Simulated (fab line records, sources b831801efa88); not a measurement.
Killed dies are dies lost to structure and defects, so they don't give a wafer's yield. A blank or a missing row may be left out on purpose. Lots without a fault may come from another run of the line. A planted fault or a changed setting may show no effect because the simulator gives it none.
Chamber matching | flow gf180mcu | GF_V1_CMP_04 on cmp-02: 4 sister chambers
The step polishes SiO2. 14 wafers are shown with their chamber, then 7 later ones without.

WAFERS WITH THEIR CHAMBER
wafer  | chamber | motor_current_A (A) | time_to_endpoint_s (s)
L564.4 | 3       | 10.8                | 93
L564.5 | 3       | 11.6                | 84
L564.6 | 0       | 12.6                | 86
L566.1 | 0       | 11.9                | 88
L566.2 | 2       | 11.3                | 79
L566.4 | 1       | 10.1                | 86
L569.1 | 0       | 12.0                | 88
L569.5 | 1       | 10.0                | 87
L569.6 | 0       | 12.2                | 89
L570.1 | 3       | 11.5                | 94
L570.2 | 2       | 12.2                | 84
L570.6 | 0       | 12.1                | 91
L571.2 | 0       | 11.2                | 91
L571.3 | 3       | 11.3                | 97

SIGNATURES (means of the wafers above)
reading            | chamber 0 | chamber 1 | chamber 2 | chamber 3 | scatter within a chamber
motor_current_A    | 12.000    | 10.050    | 11.750    | 11.300    | 0.43
time_to_endpoint_s | 88.83     | 86.50     | 81.50     | 92.00     | 3.55
Rule: a wafer's distance from a chamber is the root of the sum, over the readings, of the square of ((its reading less the chamber's mean) divided by the reading's scatter). The wafer belongs to the nearest chamber; if the next one is less than 2 further off, it can't be placed. The scatter: the root of (the sum of the squares of (reading less its chamber's mean) over the shown wafers, divided by (wafers less chambers)).

WAFERS WITHOUT THEIR CHAMBER
wafer  | motor_current_A (A) | time_to_endpoint_s (s)
L571.5 | 11.7                | 95
L582.2 | 11.8                | 80
L582.4 | 12.0                | 91
L582.5 | 11.1                | 99
L585.1 | 11.1                | 71
L585.5 | 11.4                | 79
L585.6 | 11.6                | 82

WHICH CHAMBER EACH WENT THROUGH
wafer  | from the rows above     | in truth
L571.5 | can't be placed: 3 or 0 | 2
L582.2 | 2                       | 2
L582.4 | can't be placed: 0 or 3 | 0
L582.5 | can't be placed: 3 or 0 | 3
L585.1 | can't be placed: 2 or 1 | 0
L585.5 | 2                       | 2
L585.6 | can't be placed: 2 or 0 | 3
Placed correctly: 2 of 7. Can't be placed from these rows: 5 (the true chamber is among the candidates in 2). Placed wrongly: 0.
